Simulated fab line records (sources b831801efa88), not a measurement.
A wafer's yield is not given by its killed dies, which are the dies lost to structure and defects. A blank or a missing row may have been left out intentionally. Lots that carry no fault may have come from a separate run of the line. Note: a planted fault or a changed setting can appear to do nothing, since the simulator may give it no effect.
Which tool was responsible? | flow sky130 | 14 lots with 42 wafers sampled at 5 steps, on a route of 708 steps

WHAT THE GAUGES READ, wafer by wafer
SKY_DNWELL_TW_MEAS_09. Usual: for DNWELL_TW the level is 1119 and the standard deviation is 10.
lot  | measured    | on            | DNWELL_TW      | flag
L689 | day 3 19:44 | film metro-03 | 1135 1124 1128 |
L690 | day 3 20:37 | film metro-03 | 1130 1132 1130 |
L691 | day 4 11:47 | film metro-01 | 1114 1109 1105 |
L692 | day 4 12:08 | film metro-02 | 1126 1122 1126 |
L701 | day 5 20:23 | film metro-03 | 1126 1129 1133 |
L702 | day 6 02:05 | film metro-03 | 1117 1121 1126 |
L703 | day 6 09:14 | film metro-01 | 1109 1110 1105 |
L704 | day 6 17:13 | film metro-02 | 1125 1126 1130 |
L705 | day 6 21:53 | film metro-01 | 1120 1110 1118 |
L708 | day 7 12:20 | film metro-01 | 1111 1106 1107 |
L709 | day 7 22:53 | film metro-01 | 1109 1112 1103 |
L710 | day 8 07:41 | film metro-03 | 1127 1125 1126 |
L711 | day 8 09:40 | film metro-02 | 1127 1126 1126 |
L712 | day 8 10:20 | film metro-03 | 1132 1126 1126 |

SKY_NWELL_RS_MEAS_29: the measuring method here is four-point-probe. Usual: for NWELL_RS the level is 622.7 ohm/sq and the standard deviation is 1.4.
lot  | measured     | on            | NWELL_RS (ohm/sq) | flag
L689 | day 5 23:28  | film metro-01 | 624.0 625.4 623.6 |
L690 | day 6 00:16  | film metro-03 | 624.2 621.5 623.5 |
L691 | day 6 17:39  | film metro-03 | 622.6 622.1 622.6 |
L692 | day 6 18:56  | film metro-03 | 623.7 624.9 623.2 |
L701 | day 8 06:36  | film metro-02 | 621.9 622.3 622.4 |
L702 | day 8 13:11  | film metro-03 | 623.7 621.8 622.2 |
L703 | day 8 21:31  | film metro-02 | 621.5 621.4 623.1 |
L704 | day 9 04:10  | film metro-01 | 622.3 622.9 623.0 |
L705 | day 9 11:55  | film metro-03 | 623.2 624.9 624.1 |
L708 | day 10 04:15 | film metro-02 | 622.6 622.6 621.4 |
L709 | day 10 15:45 | film metro-02 | 621.7 622.4 621.3 |
L710 | day 11 01:54 | film metro-01 | 624.3 624.6 624.0 |
L711 | day 11 03:59 | film metro-02 | 623.7 623.0 621.5 |
L712 | day 11 05:35 | film metro-01 | 625.3 624.3 626.0 |

SKY_VT_ADJUST_HVTP_TW_MEAS_11. Usual: for VT_ADJUST_HVTP_TW the level is 1355 and the standard deviation is 11.
lot  | measured     | on            | VT_ADJUST_HVTP_TW | flag
L689 | day 6 18:01  | film metro-02 | 1376 1373 1377    |
L690 | day 6 19:46  | film metro-02 | 1379 1378 1365    |
L691 | day 7 12:05  | film metro-01 | 1347 1351 1343    |
L692 | day 7 13:20  | film metro-02 | 1698 1711 1703    | OFF
L701 | day 9 04:09  | film metro-02 | 1706 1708 1709    | OFF
L702 | day 9 10:58  | film metro-01 | 1350 1347 1346    |
L703 | day 9 20:08  | film metro-01 | 1347 1354 1347    |
L704 | day 10 02:52 | film metro-01 | 1341 1339 1343    |
L705 | day 10 10:58 | film metro-01 | 1335 1342 1337    |
L708 | day 11 03:32 | film metro-01 | 1358 1363 1361    |
L709 | day 11 15:35 | film metro-04 | 1341 1349 1349    |
L710 | day 12 01:59 | film metro-04 | 1362 1348 1352    |
L711 | day 12 04:05 | film metro-02 | 1375 1382 1388    |
L712 | day 12 05:17 | film metro-04 | 1355 1356 1352    |

WHICH TOOL RAN EACH LOT (tool, then ch and the chambers of the sampled wafers, then the start)
lot  | SKY_DNWELL_STRIP_08                 | SKY_VT_ADJUST_HVTP_IMPLANT_09
L689 | plasma asher-03 ch 0,1, day 3 19:38 | implanter-04 ch 0, day 6 17:46
L690 | plasma asher-04 ch 0,1, day 3 20:31 | implanter-03 ch 0, day 6 19:31
L691 | plasma asher-01 ch 0,1, day 4 11:41 | implanter-03 ch 0, day 7 11:51
L692 | plasma asher-03 ch 0,1, day 4 12:02 | implanter-04 ch 0, day 7 12:47
L701 | plasma asher-01 ch 0,1, day 5 20:16 | implanter-02 ch 0, day 9 03:36
L702 | plasma asher-03 ch 0,1, day 6 01:59 | implanter-02 ch 0, day 9 10:43
L703 | plasma asher-01 ch 0,1, day 6 09:09 | implanter-03 ch 0, day 9 19:55
L704 | plasma asher-04 ch 0,1, day 6 17:07 | implanter-03 ch 0, day 10 02:37
L705 | plasma asher-04 ch 0,1, day 6 21:47 | implanter-02 ch 0, day 10 10:43
L708 | plasma asher-04 ch 0,1, day 7 12:13 | implanter-03 ch 0, day 11 03:18
L709 | plasma asher-04 ch 0,1, day 7 22:47 | implanter-03 ch 0, day 11 15:21
L710 | plasma asher-04 ch 0,1, day 8 07:34 | implanter-03 ch 0, day 12 01:45
L711 | plasma asher-04 ch 0,1, day 8 09:34 | implanter-02 ch 0, day 12 03:50
L712 | plasma asher-03 ch 0,1, day 8 10:13 | implanter-02 ch 0, day 12 05:03
- SKY_DNWELL_STRIP_08: strips in O2/N2.
- SKY_VT_ADJUST_HVTP_IMPLANT_09

AS READ BY THE TOOLS THEMSELVES (means over the sampled wafers that have a number; for cases with no such wafer, the mark the record gives instead)
SKY_DNWELL_STRIP_08. Usual: drypump motor current A 5.74 A, standard deviation 0.3; oes product au 0.722 a.u., standard deviation 0.0047; strip time to endpoint s 36.89 s, standard deviation 0.09.
lot  | tool            | drypump motor current A (A) | oes product au (a.u.) | strip time to endpoint s (s) | flag
L689 | plasma asher-03 | 5.71                        | 0.722                 | 36.84                        |
L690 | plasma asher-04 | 6.04                        | 0.723                 | 36.83                        |
L691 | plasma asher-01 | 5.31                        | 0.722                 | 36.95                        |
L692 | plasma asher-03 | 5.67                        | 0.724                 | 36.92                        |
L701 | plasma asher-01 | 5.50                        | 0.723                 | 37.01                        |
L702 | plasma asher-03 | 5.67                        | 0.723                 | 36.86                        |
L703 | plasma asher-01 | 5.32                        | 0.719                 | 36.84                        |
L704 | plasma asher-04 | 6.04                        | 0.724                 | 36.75                        |
L705 | plasma asher-04 | 5.92                        | 0.723                 | 36.83                        |
L708 | plasma asher-04 | 5.92                        | 0.727                 | 36.92                        |
L709 | plasma asher-04 | 6.05                        | 0.726                 | 36.90                        |
L710 | plasma asher-04 | 6.04                        | 0.720                 | 36.79                        |
L711 | plasma asher-04 | 6.04                        | 0.724                 | 36.79                        |
L712 | plasma asher-03 | 5.70                        | 0.718                 | 37.03                        |

THE ANSWER, worked out from the rows above alone
Rule: a lot is off if the mean of its wafers that have a number lies more than 3 standard deviations from the usual mean. Also off: a lot with no number at a reading for which 4 or more lots have one. The other lots that the step has rows for count as sound. Order of review: gauges by route order, followed by the tools' own readings, for which a lot's mean as printed above is used. At the first step where some lot is off, the reading lying furthest off is the one used; lots without a number count as furthest.
Off: L692, L701, at SKY_VT_ADJUST_HVTP_TW_MEAS_11 (VT_ADJUST_HVTP_TW).
If a tool, at a process step before that reading, ran all the lots that are off and no sound lot after the first of them, it fits. Gauges at SKY_VT_ADJUST_HVTP_TW_MEAS_11: tried the same way as those tools. Not one of the candidates tried fits.

WHAT WAS PUT IN BY THE SIMULATOR
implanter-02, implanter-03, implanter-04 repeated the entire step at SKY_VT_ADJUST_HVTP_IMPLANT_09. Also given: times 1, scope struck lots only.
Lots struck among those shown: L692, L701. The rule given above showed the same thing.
